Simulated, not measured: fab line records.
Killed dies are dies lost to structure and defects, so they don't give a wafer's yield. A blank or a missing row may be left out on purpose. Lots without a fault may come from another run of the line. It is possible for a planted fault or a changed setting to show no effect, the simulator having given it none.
A struck lot beside a sound one + flow gf180mcu + 19 steps out of a route of 602
Sound: the wafers L248.3, L248.4, L248.6. The struck wafers were L251.1, L251.2, L251.4. At the end, the cause is stated.
Order at every step that has rows: each side's tool, ch and its chambers, its first start. Under that, the readings that differ: sound wafers + struck wafers + difference of the means + sigmas: that difference in standard deviations of wafers without a fault.
alike: words and numbers the same on both sides, and readings whose means are apart by under 2 such deviations; not compared: readings that were withheld, readings missing a value for some wafer, numbers with overlapping values and no deviation given by the record, and bounds like >300 which may hide the same value.
The two part at a step that has a row with sigmas, a row that says differs or no value, or rows on one side only. When numbers do not overlap yet have no deviation, they are printed without sigmas and do not part them. A reading that every wafer of one side lacks parts them only if that side has two wafers or more.

GF_M4_SPUTTER_00: material Ti, target thk 37.5 nm, time 150 s.
  sound on pvd sputter-04, day 23 22:41; struck on pvd sputter-02, day 24 19:12
  alike: chamber pressure pa, throttle valve pct
GF_M4_SPUTTER_01: material TiN, target thk 30 nm, time 25 s.
  sound on pvd sputter-04, day 23 22:48; struck on pvd sputter-02, day 24 19:18
  alike: chamber pressure pa, throttle valve pct
GF_M4_SPUTTER_02: material AlCu, target thk 450 nm, time 23.9 s.
  sound on pvd sputter-04, day 23 22:50; struck on pvd sputter-02, day 24 19:20
  alike: chamber pressure pa, throttle valve pct
GF_M4_SPUTTER_03: material Ti, target thk 10 nm, time 6.7 s.
  sound on pvd sputter-04, day 23 22:52; struck on pvd sputter-02, day 24 19:22
  alike: chamber pressure pa, throttle valve pct
then, 1 step without rows for these wafers: GF_M4_SPUTTER_04 (material TiN, target thk 50 nm, time 41.7 s).
GF_M4_RS_MEAS_05: measurement is done with a four-point probe.
  sound on film metro-04, day 23 22:59; struck on film metro-01, day 24 19:25
  alike: M4_ALCU_RS
GF_M4_THK_MEAS_06: measures by xrf.
  sound on film metro-04, day 23 23:05; struck on film metro-01, day 24 19:32
  alike: M4_ALCU_THK
then, 5 steps without rows for these wafers: GF_M4_DEHYDRATE_07 (time 60 s); GF_M4_HMDS_08 (prime time 60 s); GF_M4_COAT_09 (resist thk 1000 nm); GF_M4_SOFTBAKE_10 (time 60 s); GF_M4_EXPOSE_11 (exposes mask Metal4, target cd 280 nm).
GF_M4_PEB_12: peb time 90 s.
  sound on litho track-01 ch 0, day 24 20:30; struck on litho track-02 ch 0, day 25 16:22
| reading                  | sound             | struck               | difference | sigmas      |
|--------------------------|-------------------|----------------------|------------|-------------|
| heater power total W (W) | 85.72 85.69 85.54 | 113.48 113.60 113.11 | +27.75     | +99 or more |
then, 1 step without rows for these wafers: GF_M4_DEVELOP_13 (develop time 60 s).
GF_M4_CD_MEAS_14: target cd 280 nm.
  sound on cd sem-02, day 24 20:49; struck on cd sem-02, day 25 16:43
| reading    | sound             | struck            | difference | sigmas |
|------------|-------------------|-------------------|------------|--------|
| cd nm (nm) | 279.5 279.1 278.0 | 307.3 307.1 306.9 | +28.2      | +26    |
GF_M4_OVL_MEAS_15:
  sound on overlay-01, day 24 20:55; struck on overlay-01, day 25 16:50
  alike: M4_OVL
GF_M4_METAL_ETCH_16: etches the open film in Cl2/BCl3, stops on SiO2, target depth 750.8 nm, time 125.1 s.
  sound on rie metal-02 ch 1, day 24 21:02; struck on rie metal-02 ch 0,1, day 25 16:53
| reading             | sound           | struck          | difference | sigmas |
|---------------------|-----------------|-----------------|------------|--------|
| model.M4.cd nm (nm) | 281.6 280.2 283 | 311 309.1 313.2 | +30        |        |
  alike: drypump motor current A, oes product au, throttle valve pct
  not compared: rf hours counter h
GF_M4_STRIP_17: strips in O2/N2.
  sound on plasma asher-03 ch 0,1, day 24 21:14; struck on plasma asher-01 ch 0,1, day 25 17:01
  alike: drypump motor current A, heater power w, o2 flow sccm, oes product au, strip time to endpoint s
  not compared: rf hours counter h
-- the record jumps here: 5 days lie between the struck wafers' starts before and after (it left off in module M4 and takes up again in module PASSIVATION, whose first step shown is number 602 of the route) --
GF_PASSIVATION_PROBE_99:
  only the struck wafers here have rows in the record (prober-01, day 30 22:47); the sound ones have none

## WHERE THEY PART
At GF_M4_PEB_12 first; at GF_PASSIVATION_PROBE_99 last (within this record only).

WHY: the cause the simulator had injected
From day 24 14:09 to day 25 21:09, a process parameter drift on litho track-02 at GF_M4_PEB_12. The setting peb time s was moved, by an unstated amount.
